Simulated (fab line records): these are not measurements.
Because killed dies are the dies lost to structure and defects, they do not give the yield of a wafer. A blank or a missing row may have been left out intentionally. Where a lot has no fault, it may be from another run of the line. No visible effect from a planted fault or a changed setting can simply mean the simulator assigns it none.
fab line records	flow gf180mcu
record lots=14	wafers=42	lastDay=34
route steps=602 shown M3@426 V3@432 M4@469 V4@478
lots with no fault: from the same line, run without faults
startH: hours from the record's first day to the start of the lot's first wafer shown	waitH: time in hours since the lot's previous step	" repeats the value in the row above	L1.1+2: a row that stands for several wafers	- no value, or no start given	* or withheld: withheld	< > ~ a bound
route shown NAME@n: names a module that has steps shown in the file, with the first one's number in the route	usual: average and standard deviation across the fault-free wafers	same: alike in all rows	chamber/n: place in a boat	sites: each site's reading	_std_site: standard deviation across them	_edge_site: the outer-site mean with the inner-site mean subtracted	radiusMm: for every site, how far away it sits from the centre of the wafer	mask NAME#n: copy n	behind: the last tool/chamber to shape the wafer	hold: cause of the lot's hold/its duration in hours/its outcome	device: the n, p or np transistor that did not switch	end of line: tests run on the same wafers once the route is complete	step lacking rows: just its recipe	killed: count of dies lost to structure and defects at first sort (not the wafer's yield)	map: a wafer's dies, x killed, . not, _ none there
set.NAME: setting as actually run; set.NAME@STEP: the setting as run at that earlier step	model.NAME: the simulator's own value behind a step, which no gauge read
one table for each step of the route and one row for each wafer, over a sample of lots
services: from which hour (startH, from the record's first day; less than 0 if before it) a tool's chamber was out of use, for how many hours, and why
## steps
# step GF_M3_STRIP_17
# recipe chemistry=O2/N2	powerW=1400	pressureMtorr=1500	platenTempC=250	o2FlowSccm=3000	n2FlowSccm=300	overashFraction=0.5
# usual drypumpMotorCurrentA=5.57/0.27	heaterPowerW=334/28	o2FlowSccm=2999/8.8	oesProductAu=0.537/0.0046	stripTimeToEndpointS=7.37/0.039
lot.wafer	tool	chamber	startH	waitH	drypumpMotorCurrentA	heaterPowerW	o2FlowSccm	oesProductAu	rfHoursCounterH	stripTimeToEndpointS
L589.1	plasmaAsher-03	0	494.79	0.1	5.59	314	2991	0.533	6	7.31
L589.2	"	1	"	"	5.97	380	3006	0.538	6	7.31
L589.4	"	0	"	"	5.55	323	2994	0.535	-	7.30
L591.1	plasmaAsher-03	0	511.07	0.2	5.57	313	2987	0.535	8	7.43
L591.3	"	0	"	"	5.56	314	2978	0.539	-	7.43
L591.6	"	0	"	"	5.58	314	3001	0.539	-	7.38
L592.2	plasmaAsher-03	0	524.09	0.1	5.53	314	2992	0.535	10	7.38
L592.5	"	1	"	"	5.96	379	3015	0.541	-	7.39
L592.6	"	0	"	"	5.52	315	2990	0.532	-	7.36
L593.1	plasmaAsher-02	0	535.80	0.1	5.65	309	2997	0.528	42	7.35
L593.3	"	0	"	"	5.64	305	2996	0.538	-	7.38
L593.6	"	0	"	"	5.62	309	3018	0.537	-	7.34
L594.2	plasmaAsher-03	0	542.42	0.2	5.55	312	3010	0.531	11	7.38
L594.3	"	1	"	"	5.95	383	3012	0.545	-	7.40
L594.4	"	0	"	"	5.53	314	3003	0.538	-	7.40
L595.2	plasmaAsher-03	1	555.21	0.2	5.95	374	3003	0.541	13	7.31
L595.3	"	0	"	"	5.58	316	3011	0.530	-	7.33
L595.6	"	0	"	"	5.56	315	2995	0.531	-	7.32
L596.3	plasmaAsher-02	0	562.86	0.1	5.66	305	2997	0.537	-	7.39
L596.4	"	1	"	"	5.25	348	2998	0.533	-	7.29
L596.5	"	1	"	"	5.29	345	3008	0.546	-	7.39
L598.2	plasmaAsher-03	0	580.42	0.2	5.58	313	3000	0.535	15	7.37
L598.3	"	1	"	"	5.96	380	3001	0.540	-	7.37
L598.5	"	1	"	"	5.96	367	3012	0.536	-	7.35
L599.1	plasmaAsher-04	0	587.29	0.1	5.33	303	2995	0.535	81	7.36
L599.2	"	1	"	"	5.23	321	3007	0.539	81	7.35
L599.5	"	1	"	"	5.22	321	3014	0.537	-	7.39
L600.3	plasmaAsher-03	1	595.98	0.1	5.95	378	2995	0.536	-	7.41
L600.4	"	0	"	"	5.56	314	3004	0.538	-	7.38
L600.6	"	1	"	"	5.95	382	2990	0.546	-	7.48
L607.3	plasmaAsher-03	0	643.87	0.1	5.58	313	3003	0.531	-	7.37
L607.4	"	1	"	"	5.95	383	3001	0.537	-	7.39
L607.5	"	1	"	"	5.96	375	3002	0.547	-	7.39
L608.2	plasmaAsher-04	1	652.40	0.1	5.23	324	2991	0.540	88	7.33
L608.3	"	1	"	"	5.23	313	2998	0.529	-	7.37
L608.4	"	0	"	"	5.32	307	3005	0.537	-	7.39
L610.1	plasmaAsher-03	1	658.87	0.2	5.96	383	2993	0.542	24	7.36
L610.4	"	1	"	"	5.95	379	2994	0.537	-	7.39
L610.6	"	1	"	"	5.96	375	2987	0.538	-	7.36
L611.2	plasmaAsher-02	1	668.54	0.1	5.27	349	3001	0.545	57	7.41
L611.4	"	1	"	"	5.25	359	2995	0.530	-	7.38
L611.5	"	1	"	"	5.25	352	3008	0.541	-	7.36
# step GF_V3_THK_MEAS_03
# recipe reads=SiO2_of_V3_CVD_02
# usual V3_CVD_02_THK=851/11
lot.wafer	tool	chamber	startH	waitH	V3_CVD_02_THK[nm]
L589.1	filmMetro-01	-	495.56	0.0	852
L589.2	"	-	"	"	855
L589.4	"	-	"	"	854
L591.1	filmMetro-04	-	511.80	0.0	840
L591.3	"	-	"	"	847
L591.6	"	-	"	"	856
L592.2	filmMetro-04	-	524.83	0.0	841
L592.5	"	-	"	"	861
L592.6	"	-	"	"	863
L593.1	filmMetro-01	-	536.54	0.0	852
L593.3	"	-	"	"	851
L593.6	"	-	"	"	852
L594.2	filmMetro-01	-	543.24	0.1	859
L594.3	"	-	"	"	863
L594.4	"	-	"	"	867
L595.2	filmMetro-01	-	555.96	0.0	854
L595.3	"	-	"	"	850
L595.6	"	-	"	"	857
L596.3	filmMetro-02	-	563.58	0.1	840
L596.4	"	-	"	"	846
L596.5	"	-	"	"	860
L598.2	filmMetro-02	-	581.60	0.0	856
L598.3	"	-	"	"	842
L598.5	"	-	"	"	853
L599.1	filmMetro-04	-	588.13	0.0	859
L599.2	"	-	"	"	849
L599.5	"	-	"	"	870
L600.3	filmMetro-01	-	596.70	0.1	841
L600.4	"	-	"	"	861
L600.6	"	-	"	"	849
L607.3	filmMetro-02	-	644.59	0.1	843
L607.4	"	-	"	"	846
L607.5	"	-	"	"	856
L608.2	filmMetro-04	-	653.18	0.0	810
L608.3	"	-	"	"	834
L608.4	"	-	"	"	840
L610.1	filmMetro-02	-	659.61	0.0	831
L610.4	"	-	"	"	833
L610.6	"	-	"	"	847
L611.2	filmMetro-04	-	669.35	0.0	837
L611.4	"	-	"	"	855
L611.5	"	-	"	"	835
# step GF_M4_DEVELOP_13
# recipe developTimeS=60	devTempC=21
# usual chillPlateTempC=22.99/0.11	developTimeS=60/0
lot.wafer	tool	chamber	startH	waitH	chillPlateTempC	developTimeS
L589.1	lithoTrack-01	0	543.16	0.2	23.19	60
L589.2	"	0	"	"	23.06	60
L589.4	"	0	"	"	23.18	60
L591.1	lithoTrack-01	0	557.46	0.2	23.19	60
L591.3	"	0	"	"	23.12	60
L591.6	"	0	"	"	22.97	60
L592.2	lithoTrack-03	0	571.99	0.2	22.98	60
L592.5	"	0	"	"	23.04	60
L592.6	"	0	"	"	22.98	60
L593.1	lithoTrack-02	0	582.42	0.2	23.08	60
L593.3	"	0	"	"	23.03	60
L593.6	"	0	"	"	23.16	60
L594.2	lithoTrack-02	0	588.64	0.2	22.95	60
L594.3	"	0	"	"	22.95	60
L594.4	"	0	"	"	23.02	60
L595.2	lithoTrack-01	0	600.98	0.2	22.88	60
L595.3	"	0	"	"	22.88	60
L595.6	"	0	"	"	22.73	60
L596.3	lithoTrack-03	0	607.57	0.1	22.59	60
L596.4	"	0	"	"	22.95	60
L596.5	"	0	"	"	22.76	60
L598.2	lithoTrack-02	-	625.99	0.2	-	-
L598.3	"	-	"	"	-	-
L598.5	"	-	"	"	-	-
L599.1	lithoTrack-01	-	631.51	0.2	-	-
L599.2	"	-	"	"	-	-
L599.5	"	-	"	"	-	-
L600.3	lithoTrack-03	0	639.17	0.1	22.92	60
L600.4	"	0	"	"	22.92	60
L600.6	"	0	"	"	22.82	60
L607.3	lithoTrack-03	0	685.37	0.1	23.08	60
L607.4	"	0	"	"	23.04	60
L607.5	"	0	"	"	22.97	60
L608.2	lithoTrack-03	0	692.89	0.2	23.01	60
L608.3	"	0	"	"	22.94	60
L608.4	"	0	"	"	23.14	60
L610.1	lithoTrack-03	0	699.02	0.2	22.80	60
L610.4	"	0	"	"	22.94	60
L610.6	"	0	"	"	22.76	60
L611.2	lithoTrack-03	0	709.14	0.2	23.07	60
L611.4	"	0	"	"	23.02	60
L611.5	"	0	"	"	22.99	60
# step GF_V4_CVD_02
# recipe material=SiO2	targetThkNm=850	precursor=TEOS	tempC=400	timeS=94.851	rfW=600
# usual heaterPowerW=711/75
lot.wafer	tool	chamber	startH	waitH	heaterPowerW	sinceWetCleanH
L589.1	pecvd-04	0	544.27	0.1	633	370
L589.2	"	1	"	"	745	370
L589.4	"	1	"	"	803	-
L591.1	pecvd-04	2	558.60	0.1	772	384
L591.3	"	0	"	"	668	384
L591.6	"	2	"	"	613	-
L592.2	pecvd-03	1	573.08	0.0	801	815
L592.5	"	0	"	"	561	-
L592.6	"	2	"	"	722	-
L593.1	pecvd-03	0	583.55	0.1	586	825
L593.3	"	1	"	"	783	825
L593.6	"	1	"	"	821	-
L594.2	pecvd-03	1	589.73	0.0	701	832
L594.3	"	2	"	"	697	832
L594.4	"	2	"	"	722	-
L595.2	pecvd-01	1	602.06	0.0	721	636
L595.3	"	2	"	"	692	636
L595.6	"	1	"	"	790	-
L596.3	pecvd-03	2	608.62	0.0	776	4
L596.4	"	1	"	"	867	-
L596.5	"	0	"	"	541	-
L600.3	pecvd-01	1	640.25	0.0	706	674
L600.4	"	0	"	"	671	-
L600.6	"	1	"	"	743	-
L607.3	pecvd-01	2	686.42	0.0	714	720
L607.4	"	0	"	"	640	-
L607.5	"	1	"	"	704	-
L608.2	pecvd-01	2	694.10	0.0	604	728
L608.3	"	1	"	"	725	728
L608.4	"	2	"	"	651	-
L610.1	pecvd-04	1	700.12	0.1	793	526
L610.4	"	0	"	"	526	-
L610.6	"	1	"	"	811	-
L611.2	pecvd-01	2	710.23	0.0	726	744
L611.4	"	2	"	"	588	-
L611.5	"	1	"	"	759	-
## services
tool	chamber	startH	hours	kind
pecvd-03	-	491.03	2.2	repair
pecvd-04	-	498.42	0.7	repair
plasmaAsher-02	-	518.65	4.5	repair
pecvd-03	-	521.21	1.0	repair
pecvd-03	0	530.88	18.9	repair
pecvd-04	-	555.78	0.7	repair
pecvd-04	-	557.59	0.8	repair
plasmaAsher-04	-	560.38	3.5	repair
lithoTrack-03	-	589.13	-	consumableReplace:filter
pecvd-03	-	591.12	14.0	pm
pecvd-03	0	591.12	14.0	ventCycle
pecvd-03	1	591.12	14.0	ventCycle
pecvd-03	2	591.12	14.0	ventCycle
pecvd-03	0	605.12	-	clean
pecvd-03	1	605.12	-	clean
pecvd-01	-	619.03	1.1	repair
pecvd-01	-	630.16	0.8	repair
pecvd-01	1	630.65	2.0	repair
pecvd-03	-	643.71	5.5	pm
pecvd-03	-	652.93	53.9	repair
pecvd-03	2	653.76	10.7	repair
pecvd-04	-	661.28	1.7	repair
pecvd-03	0	667.75	6.2	repair
pecvd-04	-	693.28	2.8	pm
## key
firstSign step=GF_M4_DEVELOP_13	reading=toolRecord	direction=missing
effect none on later readings
metAt GF_M4_DEVELOP_13
struckLots L598,L599
laterRowsLeftOut L598.2,L598.3,L598.5,L599.1,L599.2,L599.5
sortLeftOut L598.2,L598.3,L598.5,L599.1,L599.2,L599.5
notActingAt GF_M3_STRIP_17,GF_V3_THK_MEAS_03,GF_V4_CVD_02
onsetBetween 600.98 625.99
fault kind=skippedStepWhole	tool=lithoTrack-01,lithoTrack-02	chamber=-	onsetH=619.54	steps=GF_M4_DEVELOP_13	scope=struckLotsOnly
# sortLeftOut: the simulated sort isn't trusted on such a fault, so these wafers' sort isn't shown, and their yield isn't known
# laterRowsLeftOut: the simulator's readings of these wafers behind a module that went badly wrong aren't trusted and aren't shown, but for the sort
